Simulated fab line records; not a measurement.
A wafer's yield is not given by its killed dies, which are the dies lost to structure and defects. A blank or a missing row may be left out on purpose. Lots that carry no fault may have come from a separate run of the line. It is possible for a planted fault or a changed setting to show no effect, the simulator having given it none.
Check for tools in common    flow gf180mcu    11 lots, 36 wafers sampled

== WHAT PROMPTED THE OPENING ==
1 of 11 lots carry a flag on the reading STI_CVD_03_THK at GF_STI_THK_MEAS_04. Fault-free wafers read 208.6 nm, with a standard deviation of 1.8.
Rule: a lot is flagged when every wafer of it that has a number lies more than 4 standard deviations from that mean, or none has a number. As for the other lots, they are considered sound.

lot   measured     on             STI_CVD_03_THK (nm), wafer by wafer  flag
L423  day 1 19:39  film_metro-01  209.2 210.7 208.7                    
L422  day 1 19:40  film_metro-02  208.9 208.4 209.1                    
L424  day 2 03:47  film_metro-01  208.4 207.8 209.4                    
L425  day 2 09:34  film_metro-01  210.1 208.4 210.6                    
L428  day 2 19:34  film_metro-03  207.0 205.7 207.3                    
L431  day 3 12:23  film_metro-01  207.1 209.0 208.4                    
L433  day 3 21:43  film_metro-03  208.9 207.6 209.2                    
L434  day 4 06:12  film_metro-02  211.1 209.2 212.3                    
L437  day 4 16:34  film_metro-02  208.0 208.9 208.5                    
L444  day 6 04:17  film_metro-01  160.3 157.9 158.9 160.3 157.8 158.6  FLAGGED
L445  day 6 08:34  film_metro-02  208.1 208.6 209.2                    
On average the flagged lots' numbers are 159.0 nm, which is -49.6 nm against the usual, or -28 standard deviations.

== WHICH TOOL EACH LOT WENT THROUGH ==
The record holds 1 process step before the reading, out of a route of 602 steps. In each cell: the tool, then ch and the chambers that the sampled wafers went through, then the start.
lot   flag     GF_STI_CVD_03
L423           lpcvd-02 ch 1, day 1 17:40
L422           lpcvd-02 ch 0, day 1 17:40
L424           lpcvd-01 ch 1, day 2 01:46
L425           lpcvd-02 ch 1, day 2 06:35
L428           lpcvd-01 ch 1, day 2 17:34
L431           lpcvd-02 ch 0, day 3 09:25
L433           lpcvd-01 ch 1, day 3 19:43
L434           lpcvd-01 ch 0, day 4 04:13
L437           lpcvd-02 ch 1, day 4 14:34
L444  FLAGGED  lpcvd-01 ch 0, day 6 02:18
L445           lpcvd-02 ch 0, day 6 06:34
What the steps here do:
- GF_STI_CVD_03: deposits Si3N4 from DCS/NH3, target thk 207.16 nm, time 3551 s.
- GF_STI_THK_MEAS_04

== FLAGGED AGAINST TOTAL, ONE TOOL AT A TIME (gauges that did the reading follow at the end) ==
step                tool           lots run  flagged  share of the flagged lots  sound lots run after its first flagged lot
GF_STI_CVD_03       lpcvd-01       5         1        all                        0
GF_STI_CVD_03       lpcvd-02       6         0        none                       -
GF_STI_THK_MEAS_04  film_metro-01  5         1        all                        0
GF_STI_THK_MEAS_04  film_metro-02  4         0        none                       -
GF_STI_THK_MEAS_04  film_metro-03  2         0        none                       -

== WHAT IS ALLOWED BY THE TABLE ==
Rows of the table that ran all the flagged lots, 2 in number: lpcvd-01 at GF_STI_CVD_03; film_metro-01 at GF_STI_THK_MEAS_04.
- lpcvd-01 at GF_STI_CVD_03 ran 5 lots, 1 of them flagged. Its last sound lot is L434 (day 4 04:13), its first flagged lot L444 (day 6 02:18): a fault that began between those two fits. Its own readings (spike_tc_bottom_C, spike_tc_centre_C, spike_tc_lower_C, spike_tc_top_C, spike_tc_upper_C, susceptor_temp_C) fall more than 4 standard deviations out on all wafers of the flagged lots.
- film_metro-01 at GF_STI_THK_MEAS_04 ran 5 lots, 1 of them flagged. Its last sound lot is L431 (day 3 12:23), its first flagged lot L444 (day 6 04:17): a fault that began between those two fits.
These 2 tools cannot be told apart by counting lots, since each of them fits a fault that started at some hour. More lots, or a look at what each step does to the wafer, might.

== WHAT THE SIMULATOR HAD PUT IN ==
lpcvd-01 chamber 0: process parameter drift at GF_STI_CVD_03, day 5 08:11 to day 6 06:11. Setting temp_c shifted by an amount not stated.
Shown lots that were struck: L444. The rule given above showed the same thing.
